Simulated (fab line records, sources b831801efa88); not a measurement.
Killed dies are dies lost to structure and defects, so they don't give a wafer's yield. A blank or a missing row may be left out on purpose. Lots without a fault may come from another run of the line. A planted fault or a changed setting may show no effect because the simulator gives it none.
Tool commonality check | flow gf180mcu | 12 lots, 36 wafers sampled

WHY IT WAS OPENED
At GF_VT_IMPLANT_OVL_MEAS_07 the reading VT_IMPLANT_OVL is flagged on 2 of 12 lots. Wafers without a fault read 0.7 nm, standard deviation 1.4.
Rule: a lot is flagged when every wafer of it that has a number lies more than 4 standard deviations from that mean, or none has a number. The other lots count as sound.

lot  | measured     | on         | VT_IMPLANT_OVL (nm), wafer by wafer | flag
L734 | day 5 12:52  | overlay-02 | 0.2 -0.1 0.8                        |
L735 | day 5 19:29  | overlay-02 | 1.4 2.9 2.2                         |
L736 | day 6 04:02  | overlay-01 | 0.9 0.1 1.4                         |
L737 | day 6 12:47  | overlay-01 | 0.7 -0.3 2.1                        |
L740 | day 7 05:23  | overlay-02 | 1.7 1.0 1.9                         |
L743 | day 7 23:20  | overlay-01 | -137.8 -136.4 -137.8                | FLAGGED
L744 | day 8 02:41  | overlay-02 | -137.7 -137.7 -138.3                | FLAGGED
L748 | day 9 03:14  | overlay-01 | 0.8 0.5 1.3                         |
L750 | day 9 17:47  | overlay-01 | -0.8 -0.4 0.9                       |
L751 | day 9 23:59  | overlay-01 | -0.9 3.9 0.5                        |
L753 | day 10 11:48 | overlay-01 | -0.5 -1.5 -0.4                      |
L756 | day 11 05:51 | overlay-02 | 2.7 0.7 0.8                         |
The numbers of the flagged lots are -137.6 nm on average: -138.3 nm against the usual, or -99 standard deviations.

WHICH TOOL RAN EACH LOT
The record holds 1 process step before the reading, out of a route of 602 steps. In each cell: the tool, then ch and the chambers that the sampled wafers went through, then the start.
lot  | flag    | GF_VT_IMPLANT_EXPOSE_04
L734 |         | iline_stepper-01 ch 0, day 5 06:27
L735 |         | iline_stepper-02 ch 0, day 5 12:49
L736 |         | iline_stepper-01 ch 0, day 5 21:06
L737 |         | iline_stepper-02 ch 0, day 6 05:38
L740 |         | iline_stepper-02 ch 0, day 6 21:45
L743 | FLAGGED | iline_stepper-01 ch 0, day 7 15:24
L744 | FLAGGED | iline_stepper-01 ch 0, day 7 18:59
L748 |         | iline_stepper-02 ch 0, day 8 18:54
L750 |         | iline_stepper-02 ch 0, day 9 09:10
L751 |         | iline_stepper-02 ch 0, day 9 15:32
L753 |         | iline_stepper-02 ch 0, day 10 03:16
L756 |         | iline_stepper-02 ch 0, day 10 20:34
What these steps do:
- GF_VT_IMPLANT_EXPOSE_04: exposes mask LVPWELL LV AREA, target cd 600 nm.
- GF_VT_IMPLANT_OVL_MEAS_07

FLAGGED OVER TOTAL, TOOL BY TOOL (the gauges that took the reading come last)
step                      | tool             | lots run | flagged | share of the flagged lots | sound lots run after its first flagged lot
GF_VT_IMPLANT_EXPOSE_04   | iline_stepper-01 | 4        | 2       | all                       | 0
GF_VT_IMPLANT_EXPOSE_04   | iline_stepper-02 | 8        | 0       | none                      | -
GF_VT_IMPLANT_OVL_MEAS_07 | overlay-01       | 7        | 1       | some                      | 4 (L748,L750,L751,L753)
GF_VT_IMPLANT_OVL_MEAS_07 | overlay-02       | 5        | 1       | some                      | 1 (L756)

WHAT THE TABLE ALLOWS
1 row of the table ran every flagged lot: iline_stepper-01 at GF_VT_IMPLANT_EXPOSE_04.
- iline_stepper-01 at GF_VT_IMPLANT_EXPOSE_04: 2 of its 4 lots flagged. Its last sound lot is L736 (day 5 21:06), its first flagged lot L743 (day 7 15:24): a fault that began between those two fits.
One tool is left: iline_stepper-01 at GF_VT_IMPLANT_EXPOSE_04.

WHAT THE SIMULATOR HAD PUT IN
Scanner matching overlay: iline_stepper-01, from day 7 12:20 on, at GF_VT_IMPLANT_EXPOSE_04. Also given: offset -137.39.
Lots struck among those shown: L743, L744. The rule above found the same.
